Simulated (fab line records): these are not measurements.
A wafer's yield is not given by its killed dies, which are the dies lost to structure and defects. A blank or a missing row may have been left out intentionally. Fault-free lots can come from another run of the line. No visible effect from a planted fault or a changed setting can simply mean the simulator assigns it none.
Tool commonality check	flow sky130	11 lots, 33 wafers sampled

## WHY THIS WAS OPENED
4 of 11 lots carry a flag on the reading SD_N_TW at SKY_SD_N_TW_MEAS_12. No-fault wafers: 4014, standard deviation 39.
Rule: a lot gets a flag if all its wafers with a number sit over 4 standard deviations from that mean, or if no wafer of it has a number. As for the other lots, they are considered sound.

lot	measured	on	SD_N_TW, wafer by wafer	flag
L846	day 27 22:26	film metro-04	3977 3958 3977	
L847	day 28 08:40	film metro-04	3980 3994 3982	
L849	day 29 01:24	film metro-02	4032 4026 4034	
L848	day 29 03:06	film metro-04	4019 4002 4011	
L850	day 29 15:49	film metro-04	4001 3969 3997	
L851	day 29 22:35	film metro-02	4020 4010 4024	
L852	day 30 02:38	film metro-02	4032 4028 4027	
L856	day 31 07:58	film metro-03	3746 3736 3749	FLAGGED
L855	day 31 09:30	film metro-03	3757 3747 3753	FLAGGED
L857	day 31 12:09	film metro-03	3743 3752 3736	FLAGGED
L858	day 32 10:25	film metro-02	3838 3845 3829	FLAGGED
The mean of the flagged lots' numbers is 3769, -245 from the usual (-6 standard deviations).

## EACH LOT AND THE TOOL IT RAN ON
2 process steps preceding the reading are held in the record, out of 708 steps in the route. Each cell gives the tool, then ch followed by the chambers the sampled wafers passed through, then the start.
lot	flag	SKY_SD_N_IMPLANT_09	SKY_SD_N_STRIP_11
L846		implanter-02 ch 0, day 27 22:04	plasma asher-04 ch 0,1, day 27 22:20
L847		implanter-04 ch 0, day 28 08:19	plasma asher-02 ch 0,1, day 28 08:34
L849		implanter-02 ch 0, day 29 01:00	plasma asher-03 ch 0,1, day 29 01:18
L848		implanter-04 ch 0, day 29 02:42	plasma asher-02 ch 0, day 29 03:00
L850		implanter-02 ch 0, day 29 15:26	plasma asher-04 ch 0,1, day 29 15:43
L851		implanter-02 ch 0, day 29 22:11	plasma asher-03 ch 0,1, day 29 22:29
L852		implanter-02 ch 0, day 30 02:14	plasma asher-02 ch 0,1, day 30 02:32
L856	FLAGGED	implanter-04 ch 0, day 31 07:34	plasma asher-03 ch 0,1, day 31 07:51
L855	FLAGGED	implanter-04 ch 0, day 31 09:06	plasma asher-02 ch 0,1, day 31 09:24
L857	FLAGGED	implanter-04 ch 0, day 31 11:45	plasma asher-03 ch 1, day 31 12:03
L858	FLAGGED	implanter-02 ch 0, day 32 10:03	plasma asher-02 ch 0,1, day 32 10:20
What these steps do:
- SKY_SD_N_IMPLANT_09
- SKY_SD_N_STRIP_11: strips in O2/N2.
- SKY_SD_N_TW_MEAS_12

## FLAGGED AGAINST TOTAL, ONE TOOL AT A TIME (gauges that did the reading follow at the end)
step	tool	lots run	flagged	share of the flagged lots	sound lots run after its first flagged lot
SKY_SD_N_IMPLANT_09	implanter-02	6	1	some	0
SKY_SD_N_IMPLANT_09	implanter-04	5	3	some	0
SKY_SD_N_STRIP_11	plasma asher-02	5	2	some	0
SKY_SD_N_STRIP_11	plasma asher-03	4	2	some	0
SKY_SD_N_STRIP_11	plasma asher-04	2	0	none	-
SKY_SD_N_TW_MEAS_12	film metro-02	4	1	some	0
SKY_SD_N_TW_MEAS_12	film metro-03	3	3	some	0
SKY_SD_N_TW_MEAS_12	film metro-04	4	0	none	-

## WHAT IS ALLOWED BY THE TABLE
No row of the table ran every flagged lot.

## WHAT THE SIMULATOR HAD INSERTED
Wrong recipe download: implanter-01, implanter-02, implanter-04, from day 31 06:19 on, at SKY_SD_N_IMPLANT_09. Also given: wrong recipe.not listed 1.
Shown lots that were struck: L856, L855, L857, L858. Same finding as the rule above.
